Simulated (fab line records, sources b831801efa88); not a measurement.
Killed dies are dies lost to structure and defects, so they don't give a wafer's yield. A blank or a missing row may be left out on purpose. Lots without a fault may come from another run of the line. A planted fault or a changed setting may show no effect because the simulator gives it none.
fab line records | flow gf180mcu | part 1 of 2: steps 1 to 33 of 45
record lots=5 wafers=15 last_day=33
route steps=602 shown MVPSD@78 VT_IMPLANT@90
lots that met no fault: from a run of the same line without faults
start_h: hours from the record's first day to the start of the lot's first wafer shown | wait_h: hours since the lot's step before | " the same as in the row above | L1.1+2: a row that stands for several wafers | - no value, or no start given | * or withheld: withheld | < > ~ a bound
route shown NAME@n: a module of which the file shows steps, and the number in the route of the first | usual: mean/standard deviation of fault-free wafers | same: alike in all rows | chamber/n: place in a boat | sites: the reading at each site | _std_site: their standard deviation | _edge_site: outer sites' mean less inner sites' | radius_mm: how far each site lies from the wafer's centre | mask NAME#n: copy n | behind: the tool/chamber that last shaped the wafer | hold: why the lot was held/for how many hours/how that ended | device: the transistor (n, p or np) that didn't switch | end of line: the same wafers' tests at the end of the route | a step without rows: its recipe alone | killed: dies lost to structure and defects at the first sort, not the wafer's yield | map: a wafer's dies, x killed, . not, _ none there
set.NAME: the setting as run; set.NAME@STEP: as run at that earlier step | model.NAME: the simulator's own value behind a step, which no gauge read
lots at some steps of the route; a table a step, a row a wafer
services: from which hour (start_h, from the record's first day; less than 0 if before it) a tool's chamber was out of use, for how many hours, and why
## steps
# step GF_MVPSD_DEHYDRATE_00
# recipe temp_c=200 time_s=60
# columns lot.wafer tool chamber start_h wait_h
L074.1+2+6 litho_track-04 0 89.21 6.3
L084.2+5+6 litho_track-04 0 149.83 6.9
L089.2+4+5 litho_track-04 0 182.68 7.5
L090.1+2+6 litho_track-04 0 183.61 7.6
L091.1+4+6 litho_track-03 0 189.14 7.5
# step GF_MVPSD_HMDS_01
# recipe prime_time_s=60 prime_temp_c=120
# usual prime_temp_c=120.01/0.12
# columns lot.wafer tool chamber start_h wait_h prime_temp_c
L074.1 litho_track-04 0 89.36 0.1 119.99
L074.2 " 0 " " 120.00
L074.6 " 0 " " 119.93
L084.2 litho_track-04 0 149.98 0.1 120.01
L084.5 " 0 " " 119.87
L084.6 " 0 " " 119.98
L089.2 litho_track-04 0 182.83 0.1 120.26
L089.4 " 0 " " 120.04
L089.5 " 0 " " 120.09
L090.1 litho_track-04 0 183.76 0.1 120.17
L090.2 " 0 " " 120.07
L090.6 " 0 " " 120.10
L091.1 litho_track-03 0 189.29 0.1 120.16
L091.4 " 0 " " 120.17
L091.6 " 0 " " 120.07
# step GF_MVPSD_COAT_02
# recipe spin_rpm=2000 resist_thk_nm=3000
# columns lot.wafer tool chamber start_h wait_h
L074.1+2+6 litho_track-04 0 89.51 0.1
L084.2+5+6 litho_track-04 0 150.13 0.1
L089.2+4+5 litho_track-04 0 182.98 0.1
L090.1+2+6 litho_track-04 0 183.91 0.1
L091.1+4+6 litho_track-03 0 189.44 0.1
# step GF_MVPSD_SOFTBAKE_03
# recipe temp_c=110 time_s=withheld
# columns lot.wafer tool chamber start_h wait_h
L074.1+2+6 litho_track-04 0 89.66 0.1
L084.2+5+6 litho_track-04 0 150.29 0.1
L089.2+4+5 litho_track-04 0 183.14 0.1
L090.1+2+6 litho_track-04 0 184.06 0.1
L091.1+4+6 litho_track-03 0 189.59 0.1
# step GF_MVPSD_EXPOSE_04
# recipe mask_id=MVPSD target_cd_nm=1000 na=0.6 source_shape=conventional sigma_outer=0.6 dose_mj=260
# columns lot.wafer tool chamber start_h wait_h mask
L074.1+2+6 iline_stepper-02 0 - - MVPSD#0
L084.2+5+6 iline_stepper-02 0 - - MVPSD#0
L089.2+4+5 iline_stepper-01 0 - - MVPSD#0
L090.1+2+6 iline_stepper-01 0 - - MVPSD#0
L091.1+4+6 iline_stepper-01 0 - - MVPSD#0
# step GF_MVPSD_PEB_05
# recipe temp_c=115 time_s=withheld
# columns lot.wafer tool chamber start_h wait_h
L074.1+2+6 litho_track-04 0 - -
L084.2+5+6 litho_track-01 0 - -
L089.2+4+5 litho_track-03 0 - -
L090.1+2+6 litho_track-04 0 - -
L091.1+4+6 litho_track-03 0 - -
# step GF_MVPSD_DEVELOP_06
# recipe wall_angle_deg=90 develop_time_s=60 dev_temp_c=23
# columns lot.wafer tool chamber start_h wait_h
L074.1+2+6 litho_track-04 0 - -
L084.2+5+6 litho_track-01 0 - -
L089.2+4+5 litho_track-03 0 - -
L090.1+2+6 litho_track-04 0 - -
L091.1+4+6 litho_track-03 0 - -
# step GF_MVPSD_OVL_MEAS_07
# usual MVPSD_OVL=-0.7/1.4
# columns lot.wafer tool chamber start_h wait_h MVPSD_OVL[nm]
L074.1 overlay-02 - 97.06 - -2.1
L074.2 " - " " -2.1
L074.6 " - " " -1.4
L084.2 overlay-01 - 158.63 - -1.4
L084.5 " - " " -2.8
L084.6 " - " " -2.0
L089.2 overlay-02 - 191.85 - 1.1
L089.4 " - " " 0.6
L089.5 " - " " -0.4
L090.1 overlay-02 - 192.51 - 0.7
L090.2 " - " " 1.7
L090.6 " - " " 0.2
L091.1 overlay-01 - 198.24 - -0.9
L091.4 " - " " -1.5
L091.6 " - " " -2.6
# step GF_MVPSD_IMPLANT_08
# recipe species=B energy_kev=170 dose_cm2=1.486e+13 tilt_deg=0
# usual faraday_current_uA=83.8/1.6
# same implant_ion_amu=11
# columns lot.wafer tool chamber start_h wait_h faraday_current_uA
L074.1 implanter-03 0 97.10 0.0 82.9
L074.2 " 0 " " 82.3
L074.6 " 0 " " 85.9
L084.2 implanter-03 0 158.68 0.0 83.1
L084.5 " 0 " " 80.9
L084.6 " 0 " " 84.9
L089.2 implanter-02 0 191.91 0.0 80.6
L089.4 " 0 " " 83.9
L089.5 " 0 " " 84.7
L090.1 implanter-01 0 192.54 0.0 84.8
L090.2 " 0 " " 84.2
L090.6 " 0 " " 83.0
L091.1 implanter-02 0 198.28 0.0 80.6
L091.4 " 0 " " 83.6
L091.6 " 0 " " 81.5
# step GF_MVPSD_IMPLANT_09
# recipe species=B energy_kev=40 dose_cm2=5e+12 tilt_deg=0
# usual faraday_current_uA=28.2/0.59
# same implant_ion_amu=11
# columns lot.wafer tool chamber start_h wait_h faraday_current_uA
L074.1 implanter-03 0 97.25 0.1 29.7
L074.2 " 0 " " 29.1
L074.6 " 0 " " 28.0
L084.2 implanter-03 0 158.83 0.1 28.5
L084.5 " 0 " " 28.3
L084.6 " 0 " " 28.3
L089.2 implanter-02 0 192.06 0.1 28.3
L089.4 " 0 " " 28.0
L089.5 " 0 " " 28.6
L090.1 implanter-01 0 192.69 0.1 29.0
L090.2 " 0 " " 27.7
L090.6 " 0 " " 28.4
L091.1 implanter-02 0 198.43 0.1 27.7
L091.4 " 0 " " 27.6
L091.6 " 0 " " 27.5
# step GF_MVPSD_STRIP_10
# recipe chemistry=O2/N2 power_w=1400 pressure_mtorr=1500 platen_temp_c=250 o2_flow_sccm=3000 n2_flow_sccm=300 overash_fraction=0.5
# usual drypump_motor_current_A=5.8/0.64 heater_power_w=308/23 oes_product_au=0.722/0.0044 strip_time_to_endpoint_s=36.97/0.11
# columns lot.wafer tool chamber start_h wait_h drypump_motor_current_A heater_power_w oes_product_au rf_hours_counter_h strip_time_to_endpoint_s
L074.1 plasma_asher-02 1 97.40 0.1 5.9 296 0.724 43 37.06
L074.2 " 0 " " 6.4 320 0.717 43 36.98
L074.6 " 0 " " 6.4 326 0.724 - 36.92
L084.2 plasma_asher-01 0 158.96 0.1 6.0 334 0.720 4 36.86
L084.5 " 0 " " 6.0 324 0.725 - 36.97
L084.6 " 1 " " 5.5 336 0.722 - 36.94
L089.2 plasma_asher-01 1 192.18 0.1 5.5 338 0.734 8 36.78
L089.4 " 0 " " 6.0 322 0.723 - 36.71
L089.5 " 1 " " 5.5 340 0.723 - 36.74
L090.1 plasma_asher-03 0 192.84 0.1 6.5 317 0.724 54 36.91
L090.2 " 1 " " 4.8 264 0.722 54 37.04
L090.6 " 0 " " 6.5 313 0.728 - 36.99
L091.1 plasma_asher-03 1 198.58 0.1 4.9 278 0.723 55 37.02
L091.4 " 1 " " 4.9 270 0.724 - 37.08
L091.6 " 0 " " 6.5 308 0.719 - 37.05
# step GF_MVPSD_TW_MEAS_11
# usual MVPSD_TW=551/5
# columns lot.wafer tool chamber start_h wait_h MVPSD_TW
L074.1 film_metro-02 - 97.50 0.1 557
L074.2 " - " " 556
L074.6 " - " " 554
L084.2 film_metro-02 - 159.07 0.1 553
L084.5 " - " " 552
L084.6 " - " " 552
L089.2 film_metro-04 - 192.29 0.1 549
L089.4 " - " " 547
L089.5 " - " " 550
L090.1 film_metro-03 - 192.94 0.1 539
L090.2 " - " " 540
L090.6 " - " " 541
L091.1 film_metro-02 - 198.68 0.1 556
L091.4 " - " " 555
L091.6 " - " " 552
# step GF_VT_IMPLANT_DEHYDRATE_00
# recipe temp_c=200 time_s=60
# columns lot.wafer tool chamber start_h wait_h
L074.1+2+6 litho_track-04 0 103.81 6.3
L084.2+5+6 litho_track-04 0 166.28 7.2
L089.2+4+5 litho_track-02 0 200.27 8.0
L090.1+2+6 litho_track-01 0 200.82 7.9
L091.1+4+6 litho_track-02 0 206.74 8.1
# step GF_VT_IMPLANT_HMDS_01
# recipe prime_time_s=60 prime_temp_c=120
# usual prime_temp_c=120.03/0.13
# columns lot.wafer tool chamber start_h wait_h prime_temp_c
L074.1 litho_track-04 0 103.96 0.1 120.02
L074.2 " 0 " " 119.89
L074.6 " 0 " " 120.08
L084.2 litho_track-04 0 166.43 0.1 119.61
L084.5 " 0 " " 119.89
L084.6 " 0 " " 119.88
L089.2 litho_track-02 0 200.42 0.1 120.13
L089.4 " 0 " " 120.07
L089.5 " 0 " " 120.09
L090.1 litho_track-01 0 200.97 0.1 120.05
L090.2 " 0 " " 120.10
L090.6 " 0 " " 119.91
L091.1 litho_track-02 0 206.89 0.1 119.92
L091.4 " 0 " " 120.10
L091.6 " 0 " " 119.84
# step GF_VT_IMPLANT_COAT_02
# recipe resist=NOVOLAK spin_rpm=3000 resist_thk_nm=1000
# columns lot.wafer tool chamber start_h wait_h
L074.1+2+6 litho_track-04 0 104.11 0.1
L084.2+5+6 litho_track-04 0 166.58 0.1
L089.2+4+5 litho_track-02 0 200.57 0.1
L090.1+2+6 litho_track-01 0 201.12 0.1
L091.1+4+6 litho_track-02 0 207.04 0.1
# step GF_VT_IMPLANT_SOFTBAKE_03
# recipe temp_c=90 time_s=60 resist=NOVOLAK
# columns lot.wafer tool chamber start_h wait_h
L074.1+2+6 litho_track-04 0 104.26 0.1
L084.2+5+6 litho_track-04 0 166.73 0.1
L089.2+4+5 litho_track-02 0 200.72 0.1
L090.1+2+6 litho_track-01 0 201.27 0.1
L091.1+4+6 litho_track-02 0 207.19 0.1
# step GF_VT_IMPLANT_EXPOSE_04
# recipe mask_id=LVPWELL_LV_AREA target_cd_nm=600 na=0.6 source_shape=conventional sigma_outer=0.6 dose_mj=140
# columns lot.wafer tool chamber start_h wait_h mask
L074.1+2+6 iline_stepper-02 0 - - LVPWELL_LV_AREA#0
L084.2+5+6 iline_stepper-02 0 - - LVPWELL_LV_AREA#0
L089.2+4+5 iline_stepper-01 0 - - LVPWELL_LV_AREA#0
L090.1+2+6 iline_stepper-01 0 - - LVPWELL_LV_AREA#0
L091.1+4+6 iline_stepper-02 0 - - LVPWELL_LV_AREA#0
# step GF_VT_IMPLANT_PEB_05
# recipe temp_c=withheld time_s=* resist=NOVOLAK
# columns lot.wafer tool chamber start_h wait_h
L074.1+2+6 litho_track-02 0 - -
L084.2+5+6 litho_track-04 0 - -
L089.2+4+5 litho_track-01 0 - -
L090.1+2+6 litho_track-04 0 - -
L091.1+4+6 litho_track-01 0 - -
# step GF_VT_IMPLANT_DEVELOP_06
# recipe develop_time_s=60 dev_temp_c=23
# columns lot.wafer tool chamber start_h wait_h
L074.1+2+6 litho_track-02 0 110.44 0.1
L084.2+5+6 litho_track-04 0 175.03 0.1
L089.2+4+5 litho_track-01 0 209.00 0.1
L090.1+2+6 litho_track-04 0 210.16 0.1
L091.1+4+6 litho_track-01 0 215.92 0.1
# step GF_VT_IMPLANT_OVL_MEAS_07
# usual VT_IMPLANT_OVL=-0.2/1.2
# columns lot.wafer tool chamber start_h wait_h VT_IMPLANT_OVL[nm]
L074.1 overlay-01 - 110.59 0.1 0.3
L074.2 " - " " 0.9
L074.6 " - " " -1.2
L084.2 overlay-02 - 175.16 0.1 -1.1
L084.5 " - " " -1.2
L084.6 " - " " 0.3
L089.2 overlay-01 - 209.13 0.1 -2.5
L089.4 " - " " -0.1
L089.5 " - " " -0.7
L090.1 overlay-01 - 210.31 0.1 -2.0
L090.2 " - " " -2.8
L090.6 " - " " -2.6
L091.1 overlay-02 - 216.07 0.1 -2.2
L091.4 " - " " -0.9
L091.6 " - " " -0.2
# step GF_VT_IMPLANT_IMPLANT_08
# recipe species=BF2 energy_kev=20 dose_cm2=8.29e+12 tilt_deg=7
# usual faraday_current_uA=46.8/0.91
# same implant_ion_amu=49
# columns lot.wafer tool chamber start_h wait_h faraday_current_uA
L074.1 implanter-01 0 110.63 0.0 46.5
L074.2 " 0 " " 45.1
L074.6 " 0 " " 46.3
L084.2 implanter-04 0 175.22 0.0 45.5
L084.5 " 0 " " 47.0
L084.6 " 0 " " 46.2
L089.2 implanter-02 0 209.18 0.0 46.7
L089.4 " 0 " " 47.3
L089.5 " 0 " " 47.1
L090.1 implanter-04 0 210.34 0.0 47.3
L090.2 " 0 " " 47.9
L090.6 " 0 " " 45.7
L091.1 implanter-02 0 216.11 0.0 47.9
L091.4 " 0 " " 46.9
L091.6 " 0 " " 46.6
# step GF_VT_IMPLANT_STRIP_09
# recipe chemistry=O2/N2 power_w=1400 pressure_mtorr=1500 platen_temp_c=250 o2_flow_sccm=3000 n2_flow_sccm=300 overash_fraction=0.5
# usual drypump_motor_current_A=5.8/0.43 heater_power_w=314/15 oes_product_au=0.716/0.0045 strip_time_to_endpoint_s=12.64/0.03
# columns lot.wafer tool chamber start_h wait_h drypump_motor_current_A heater_power_w oes_product_au rf_hours_counter_h strip_time_to_endpoint_s
L074.1 plasma_asher-04 1 110.78 0.1 5.2 300 0.723 33 12.61
L074.2 " 0 " " 6.0 321 0.709 33 12.58
L074.6 " 0 " " 6.0 329 0.721 - 12.59
L084.2 plasma_asher-04 1 175.34 0.1 5.2 301 0.724 39 12.62
L084.5 " 0 " " 6.0 338 0.718 - 12.62
L084.6 " 1 " " 5.2 305 0.711 - 12.67
L089.2 plasma_asher-02 0 209.31 0.1 6.5 329 0.723 54 12.65
L089.4 " 1 " " 5.9 292 0.709 - 12.65
L089.5 " 1 " " 5.9 299 0.714 - 12.63
L090.1 plasma_asher-02 1 210.49 0.1 5.9 300 0.717 54 12.63
L090.2 " 0 " " 6.4 326 0.714 54 12.68
L090.6 " 0 " " 6.5 323 0.716 - 12.66
L091.1 plasma_asher-02 1 216.26 0.1 5.9 294 0.713 55 12.66
L091.4 " 1 " " 5.9 292 0.718 - 12.66
L091.6 " 0 " " 6.5 326 0.710 - 12.67
# step GF_VT_IMPLANT_TW_MEAS_10
# usual VT_IMPLANT_TW=562/3.7
# columns lot.wafer tool chamber start_h wait_h VT_IMPLANT_TW
L074.1 film_metro-01 - 110.88 0.1 562
L074.2 " - " " 562
L074.6 " - " " 563
L084.2 film_metro-01 - 175.45 0.1 564
L084.5 " - " " 560
L084.6 " - " " 566
L089.2 film_metro-01 - 209.42 0.1 567
L089.4 " - " " 565
L089.5 " - " " 566
L090.1 film_metro-01 - 210.59 0.1 564
L090.2 " - " " 567
L090.6 " - " " 561
L091.1 film_metro-01 - 216.36 0.1 565
L091.4 " - " " 563
L091.6 " - " " 561
# step GF_VT_IMPLANT_DEHYDRATE_11
# recipe temp_c=200 time_s=60
# columns lot.wafer tool chamber start_h wait_h
L074.1+2+6 litho_track-02 0 117.84 7.0
L084.2+5+6 litho_track-02 0 182.92 7.5
L089.2+4+5 litho_track-01 0 217.35 7.9
L090.1+2+6 litho_track-04 0 218.71 8.1
L091.1+4+6 litho_track-01 0 224.57 8.2
# step GF_VT_IMPLANT_HMDS_12
# recipe prime_time_s=60 prime_temp_c=120
# usual prime_temp_c=119.99/0.14
# columns lot.wafer tool chamber start_h wait_h prime_temp_c
L074.1 litho_track-02 0 117.99 0.1 120.00
L074.2 " 0 " " 120.07
L074.6 " 0 " " 119.86
L084.2 litho_track-02 0 183.07 0.1 119.73
L084.5 " 0 " " 119.57
L084.6 " 0 " " 119.88
L089.2 litho_track-01 0 217.50 0.1 119.91
L089.4 " 0 " " 120.07
L089.5 " 0 " " 120.04
L090.1 litho_track-04 0 218.86 0.1 119.87
L090.2 " 0 " " 119.86
L090.6 " 0 " " 120.17
L091.1 litho_track-01 0 224.72 0.1 120.02
L091.4 " 0 " " 120.04
L091.6 " 0 " " 119.86
# step GF_VT_IMPLANT_COAT_13
# recipe resist=NOVOLAK spin_rpm=3000 resist_thk_nm=1000
# columns lot.wafer tool chamber start_h wait_h
L074.1+2+6 litho_track-02 0 118.14 0.1
L084.2+5+6 litho_track-02 0 183.22 0.1
L089.2+4+5 litho_track-01 0 217.65 0.1
L090.1+2+6 litho_track-04 0 219.01 0.1
L091.1+4+6 litho_track-01 0 224.87 0.1
# step GF_VT_IMPLANT_SOFTBAKE_14
# recipe temp_c=90 time_s=60 resist=NOVOLAK
# columns lot.wafer tool chamber start_h wait_h
L074.1+2+6 litho_track-02 0 118.29 0.1
L084.2+5+6 litho_track-02 0 183.37 0.1
L089.2+4+5 litho_track-01 0 217.80 0.1
L090.1+2+6 litho_track-04 0 219.16 0.1
L091.1+4+6 litho_track-01 0 225.02 0.1
# step GF_VT_IMPLANT_EXPOSE_15
# recipe mask_id=Nwell_LV_AREA target_cd_nm=860 na=0.6 source_shape=conventional sigma_outer=0.6 dose_mj=140
# columns lot.wafer tool chamber start_h wait_h mask
L074.1+2+6 iline_stepper-02 0 - - Nwell_LV_AREA#0
L084.2+5+6 iline_stepper-02 0 - - Nwell_LV_AREA#0
L089.2+4+5 iline_stepper-01 0 - - Nwell_LV_AREA#0
L090.1+2+6 iline_stepper-02 0 - - Nwell_LV_AREA#0
L091.1+4+6 iline_stepper-02 0 - - Nwell_LV_AREA#0
# step GF_VT_IMPLANT_PEB_16
# recipe temp_c=withheld time_s=* resist=NOVOLAK
# columns lot.wafer tool chamber start_h wait_h
L074.1+2+6 litho_track-02 0 - -
L084.2+5+6 litho_track-01 0 - -
L089.2+4+5 litho_track-01 0 - -
L090.1+2+6 litho_track-04 0 - -
L091.1+4+6 litho_track-01 0 - -
# step GF_VT_IMPLANT_DEVELOP_17
# recipe develop_time_s=60 dev_temp_c=23
# columns lot.wafer tool chamber start_h wait_h
L074.1+2+6 litho_track-02 0 125.34 0.1
L084.2+5+6 litho_track-01 0 191.75 0.1
L089.2+4+5 litho_track-01 0 226.30 0.1
L090.1+2+6 litho_track-04 0 227.76 0.1
L091.1+4+6 litho_track-01 0 233.72 0.1
# step GF_VT_IMPLANT_OVL_MEAS_18
# usual VT_IMPLANT_01_OVL=-0.6/1.3
# columns lot.wafer tool chamber start_h wait_h VT_IMPLANT_01_OVL[nm]
L074.1 overlay-02 - 125.49 0.1 -0.6
L074.2 " - " " -0.5
L074.6 " - " " -1.1
L084.2 overlay-01 - 191.88 0.1 -3.6
L084.5 " - " " -1.1
L084.6 " - " " -3.0
L089.2 overlay-01 - 226.43 0.1 -1.0
L089.4 " - " " -0.6
L089.5 " - " " -0.2
L090.1 overlay-01 - 227.91 0.1 -1.9
L090.2 " - " " -1.1
L090.6 " - " " 0.4
L091.1 overlay-02 - 233.87 0.1 -0.8
L091.4 " - " " 0.5
L091.6 " - " " 0.5
# step GF_VT_IMPLANT_IMPLANT_19
# recipe species=As energy_kev=100 dose_cm2=4.35e+12 tilt_deg=7.457
# usual faraday_current_uA=24.5/0.49
# same implant_ion_amu=75
# columns lot.wafer tool chamber start_h wait_h faraday_current_uA
L074.1 implanter-04 0 125.53 0.0 24.9
L074.2 " 0 " " 25.3
L074.6 " 0 " " 24.2
L084.2 implanter-01 0 191.93 0.0 24.4
L084.5 " 0 " " 24.6
L084.6 " 0 " " 24.7
L089.2 implanter-01 0 226.48 0.0 24.5
L089.4 " 0 " " 24.7
L089.5 " 0 " " 24.6
L090.1 implanter-01 0 227.94 0.0 24.7
L090.2 " 0 " " 24.4
L090.6 " 0 " " 25.3
L091.1 implanter-04 0 233.91 0.0 24.6
L091.4 " 0 " " 24.9
L091.6 " 0 " " 24.3
# step GF_VT_IMPLANT_STRIP_20
# recipe chemistry=O2/N2 power_w=1400 pressure_mtorr=1500 platen_temp_c=250 o2_flow_sccm=3000 n2_flow_sccm=300 overash_fraction=0.5
# usual drypump_motor_current_A=5.9/0.36 heater_power_w=321/16 oes_product_au=0.716/0.0044 strip_time_to_endpoint_s=12.66/0.032
# columns lot.wafer tool chamber start_h wait_h drypump_motor_current_A heater_power_w oes_product_au rf_hours_counter_h strip_time_to_endpoint_s
L074.1 plasma_asher-01 0 125.68 0.1 5.9 326 0.715 1 12.60
L074.2 " 1 " " 5.5 341 0.725 1 12.62
L074.6 " 0 " " 6.0 324 0.711 - 12.59
L084.2 plasma_asher-02 1 192.06 0.1 5.9 300 0.721 52 12.59
L084.5 " 1 " " 5.9 290 0.715 - 12.60
L084.6 " 0 " " 6.4 330 0.717 - 12.59
L089.2 plasma_asher-01 1 226.61 0.1 5.5 336 0.717 12 12.68
L089.4 " 0 " " 6.0 330 0.715 - 12.66
L089.5 " 1 " " 5.5 338 0.717 - 12.69
L090.1 plasma_asher-04 0 228.16 0.2 6.0 335 0.715 45 12.63
L090.2 " 1 " " 5.2 302 0.711 45 12.66
L090.6 " 1 " " 5.2 304 0.721 - 12.63
L091.1 plasma_asher-02 1 234.06 0.1 5.9 292 0.715 57 12.71
L091.4 " 1 " " 5.9 297 0.716 - 12.66
L091.6 " 1 " " 5.9 298 0.714 - 12.70
